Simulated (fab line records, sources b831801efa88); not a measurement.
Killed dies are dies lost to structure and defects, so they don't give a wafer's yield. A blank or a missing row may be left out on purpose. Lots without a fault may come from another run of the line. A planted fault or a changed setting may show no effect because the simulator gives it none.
A struck lot beside a sound one | flow sky130 | 44 steps out of a route of 708
Sound: wafers L328.4, L328.5, L328.6. Struck: wafers L332.1, L332.3, L332.4. The cause comes at the end.
At each step with rows: each side's tool, then ch and its chambers, then its first start. Under that, the readings that differ: sound wafers | struck wafers | difference of the means | sigmas: that difference in standard deviations of wafers without a fault.
alike: readings whose means differ by less than 2 such deviations, and words and numbers that are the same on both sides. not compared: withheld readings, readings that some wafer has no value for, bounds like >300 that may hide the same value, and numbers for which the record gives no deviation and whose values overlap.
The two part at a step that has a row with sigmas, a row that says differs or no value, or rows on one side only. Numbers that don't overlap but have no deviation are shown without sigmas and don't part them. A reading that every wafer of one side lacks parts them only if that side has two wafers or more.

first, 1 step without rows for these wafers: SKY_SONOS_ONO_CVD_04 (deposits SiO2 from SiH4/N2O, target thk 5.7199 nm).
SKY_SONOS_ONO_THK_MEAS_05:
  sound on film_metro-01, day 12 17:11; struck on film_metro-01, day 14 00:45
  alike: SONOS_ONO_CVD_04_THK
then, 7 steps without rows for these wafers: SKY_SONOS_ONO_DEHYDRATE_06 (time 60 s); SKY_SONOS_ONO_HMDS_07 (prime time 60 s); SKY_SONOS_ONO_COAT_08 (resist thk 1140 nm); SKY_SONOS_ONO_SOFTBAKE_09 (time 60 s); SKY_SONOS_ONO_EXPOSE_10 (exposes mask ONOM, target cd 410 nm); SKY_SONOS_ONO_PEB_11; SKY_SONOS_ONO_DEVELOP_12 (develop time 60 s).
SKY_SONOS_ONO_CD_MEAS_13: target cd 410 nm.
  sound on cd_sem-02, day 13 18:25; struck on cd_sem-01, day 15 02:37
  reading    | sound             | struck            | difference | sigmas
  cd_nm (nm) | 405.6 405.7 406.4 | 413.0 410.2 413.8 | +6.4       | +2
SKY_SONOS_ONO_OVL_MEAS_14:
  sound on overlay-02, day 13 18:30; struck on overlay-02, day 15 02:44
  alike: SONOS_ONO_OVL
SKY_SONOS_ONO_ETCH_15: etches the open film in CHF3/O2, target depth 19.52 nm, time 7.8 s.
  sound on rie_diel-04 ch 2,3, day 13 18:31; struck on rie_diel-01 ch 0,1,3, day 15 02:46
  alike: drypump_motor_current_A, oes_product_au, throttle_valve_pct
  not compared: rf_hours_counter_h
SKY_SONOS_ONO_WET_ETCH_16: etches SiO2 in dHF, target depth 14 nm, time 280 s.
  sound on wet_bench-01 ch 1, day 13 18:32; struck on wet_bench-01 ch 3, day 15 02:47
  reading                                    | sound             | struck            | difference | sigmas
  run_length_s (s)                           | 306 306 306       | 172 172 172       | -134       | -34
  model.SiO2_of_FIELD_ISO_CVD_24.thk_nm (nm) | 383.8 383.5 385.5 | 389.3 391.2 391.2 | +6.3       |
SKY_SONOS_ONO_STRIP_17: strips in O2/N2.
  sound on plasma_asher-01 ch 0,1, day 13 18:40; struck on plasma_asher-04 ch 0,1, day 15 02:53
  alike: drypump_motor_current_A, oes_product_au, strip_time_to_endpoint_s
  not compared: rf_hours_counter_h
then, 3 steps without rows for these wafers: SKY_SONOS_ONO_WET_ETCH_18 (etches Si3N4 in H3PO4, target depth 15 nm, time 172 s); SKY_GATE_OXIDE_CLEAN_00 (cleans in SC1/SC2, time 150 s); SKY_GATE_OXIDE_OXIDATION_01 (stabilise 600 s, purge 300 s, target thk 10.268 nm).
SKY_GATE_OXIDE_THK_MEAS_02:
  sound on film_metro-03, day 13 21:59; struck on film_metro-04, day 15 05:04
  alike: GATE_OXIDE_OXIDATION_00_THK
then, 7 steps without rows for these wafers: SKY_GATE_OXIDE_DEHYDRATE_03 (time 60 s); SKY_GATE_OXIDE_HMDS_04 (prime time 60 s); SKY_GATE_OXIDE_COAT_05 (resist thk 1140 nm); SKY_GATE_OXIDE_SOFTBAKE_06 (time 60 s); SKY_GATE_OXIDE_EXPOSE_07 (exposes mask LVOM, target cd 600 nm); SKY_GATE_OXIDE_PEB_08; SKY_GATE_OXIDE_DEVELOP_09 (develop time 60 s).
SKY_GATE_OXIDE_OVL_MEAS_10:
  sound on overlay-02, day 15 00:23; struck on overlay-02, day 16 08:41
  alike: GATE_OXIDE_OVL
then, 2 steps without rows for these wafers: SKY_GATE_OXIDE_IMPLANT_11; SKY_GATE_OXIDE_WET_ETCH_12 (etches SiO2 in dHF, target depth 16.8 nm, time 336 s).
SKY_GATE_OXIDE_STRIP_13: strips in O2/N2.
  sound on plasma_asher-04 ch 0,1, day 15 00:41; struck on plasma_asher-03 ch 0,1, day 16 08:59
  alike: drypump_motor_current_A, oes_product_au, strip_time_to_endpoint_s
  not compared: rf_hours_counter_h
SKY_GATE_OXIDE_TW_MEAS_14:
  sound on film_metro-01, day 15 00:47; struck on film_metro-01, day 16 09:05
  alike: GATE_OXIDE_TW
then, 3 steps without rows for these wafers: SKY_GATE_OXIDE_CLEAN_15 (cleans in SC1/SC2, time 150 s); SKY_GATE_OXIDE_OXIDATION_16 (stabilise 600 s, purge 300 s, target thk 3.57 nm); SKY_POLY_GATE_CVD_00 (deposits poly-Si, target thk 180 nm, time 720 s).
SKY_POLY_GATE_THK_MEAS_01:
  sound on film_metro-01, day 15 04:14; struck on film_metro-02, day 16 12:20
  alike: POLY_GATE_CVD_00_THK
then, 8 steps without rows for these wafers: SKY_RES_PROTECT_DEHYDRATE_00 (time 60 s); SKY_RES_PROTECT_HMDS_01 (prime time 60 s); SKY_RES_PROTECT_COAT_02 (resist thk 1140 nm); SKY_RES_PROTECT_SOFTBAKE_03 (time 60 s); SKY_RES_PROTECT_EXPOSE_04 (exposes mask RPM, target cd 1270 nm); SKY_RES_PROTECT_PEB_05; SKY_RES_PROTECT_DEVELOP_06 (develop time 60 s); SKY_POLY_GATE_IMPLANT_02.
-- the record jumps here: 14 days lie between the struck wafers' starts before and after (it left off in module POLY_GATE and takes up again in module SALICIDE, whose first step shown is number 361 of the route) --
SKY_SALICIDE_CLEAN_00: cleans in HF-last, time 30 s.
  sound on wet_bench-02 ch 2, day 29 05:43; struck on wet_bench-02 ch 3, day 30 08:43
  reading                                    | sound             | struck            | difference | sigmas
  model.SiO2_of_FIELD_ISO_CVD_24.thk_nm (nm) | 358.8 358.4 360.4 | 364.3 366.1 366.2 | +6.3       |
-- the record jumps here: 17 days lie between the struck wafers' starts before and after (it left off in module SALICIDE and takes up again in module PAD_OPEN, whose first step shown is number 708 of the route) --
SKY_PAD_OPEN_PROBE_99:
  sound on prober-02, day 46 20:43; struck on prober-02, day 47 17:44
  alike: killed_at_M0_to_M3, killed_at_M4_up, killed_at_contacts, killed_at_front_end, killed_at_other, killed_dies, killed_open, killed_short
  not compared: model.etest.sram_nfet_pass.off_log10_a_um

WHERE THEY PART
First at SKY_SONOS_ONO_CD_MEAS_13; last, within this record, at SKY_SONOS_ONO_WET_ETCH_16. Later steps at which nothing parts them and some readings are alike: SKY_SONOS_ONO_STRIP_17, SKY_GATE_OXIDE_THK_MEAS_02, SKY_GATE_OXIDE_OVL_MEAS_10, SKY_GATE_OXIDE_STRIP_13, SKY_GATE_OXIDE_TW_MEAS_14, SKY_POLY_GATE_THK_MEAS_01, SKY_PAD_OPEN_PROBE_99.

WHY: what the simulator had put in
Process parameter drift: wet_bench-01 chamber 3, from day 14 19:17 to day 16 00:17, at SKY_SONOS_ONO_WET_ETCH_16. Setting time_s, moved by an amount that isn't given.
